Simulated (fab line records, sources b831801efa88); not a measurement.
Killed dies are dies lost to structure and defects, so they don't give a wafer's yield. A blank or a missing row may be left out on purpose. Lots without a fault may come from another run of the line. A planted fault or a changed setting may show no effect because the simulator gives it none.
Which tool did it? | flow sky130 | 11 lots, 33 wafers sampled, at 2 steps of a route of 708

WHAT THE GAUGES READ, wafer by wafer
SKY_GATE_OXIDE_OVL_MEAS_10. Usual: GATE_OXIDE_OVL 0.3 nm, standard deviation 1.6.
lot  | measured     | on         | GATE_OXIDE_OVL (nm) | flag
L909 | day 13 17:47 | overlay-02 | -2.2 -1.4 0.5       |
L910 | day 14 04:53 | overlay-01 | -0.1 -2.5 0.1       |
L911 | day 14 07:16 | overlay-02 | 1.3 1.8 -0.2        |
L913 | day 15 05:35 | overlay-02 | -1.6 1.2 -0.1       |
L914 | day 15 11:07 | overlay-01 | 2.8 1.6 2.7         |
L916 | day 16 06:20 | overlay-01 | 2.5 1.6 2.2         |
L919 | day 17 09:02 | overlay-02 | -2.3 -3.1 -2.1      |
L924 | day 19 11:38 | overlay-02 | 0.0 -2.6 -3.0       |
L926 | day 19 23:14 | overlay-01 | -0.4 -0.6 -1.3      |
L930 | day 21 15:47 | overlay-02 | -1.4 -1.4 0.2       |
L931 | day 21 21:35 | overlay-01 | 4.1 2.8 1.6         |

SKY_POLY_GATE_THK_MEAS_01. Usual: POLY_GATE_CVD_00_THK 180.3 nm, standard deviation 1.6.
lot  | measured     | on            | POLY_GATE_CVD_00_THK (nm) | flag
L909 | day 13 21:38 | film_metro-03 | 179.7 180.4 179.8         |
L910 | day 14 08:37 | film_metro-02 | 176.2 177.7 178.7         |
L911 | day 14 11:43 | film_metro-01 | 180.7 180.7 180.3         |
L913 | day 15 09:53 | film_metro-02 | 181.0 179.1 179.1         |
L914 | day 15 14:21 | film_metro-03 | 178.3 180.0 178.6         |
L916 | day 16 10:21 | film_metro-03 | 180.5 178.2 180.8         |
L919 | day 17 12:16 | film_metro-02 | 183.2 183.4 183.1         |
L924 | day 19 14:52 | film_metro-02 | 181.3 180.4 181.9         |
L926 | day 20 03:46 | film_metro-03 | 177.5 177.8 177.8         |
L930 | day 21 19:56 | film_metro-03 | 182.2 182.9 183.3         |
L931 | day 22 00:50 | film_metro-02 | 182.5 182.5 183.3         |

WHICH TOOL RAN EACH LOT (tool, then ch and the chambers of the sampled wafers, then the start)
The record holds no process step before these readings.

WHAT THE TOOLS THEMSELVES READ (means of the sampled wafers that have a number; where no wafer has one, the mark that the record gives instead)
The record holds no such reading with a usual standard deviation.

THE ANSWER, worked out from the rows above alone
Rule: a lot is off if the mean of its wafers that have a number lies more than 3 standard deviations from the usual mean. A lot without any number at a reading at which 4 lots or more have one is off too. The other lots that the step has rows for count as sound. The gauges are gone through in route order, then the tools' own readings, and for those a lot's mean is taken as printed above. The first step at which some lot is off is used, and at that step the reading that is off furthest; a lot without a number counts as furthest.
No lot is off at any reading shown: from this, nothing can be told.

WHAT THE SIMULATOR HAD PUT IN
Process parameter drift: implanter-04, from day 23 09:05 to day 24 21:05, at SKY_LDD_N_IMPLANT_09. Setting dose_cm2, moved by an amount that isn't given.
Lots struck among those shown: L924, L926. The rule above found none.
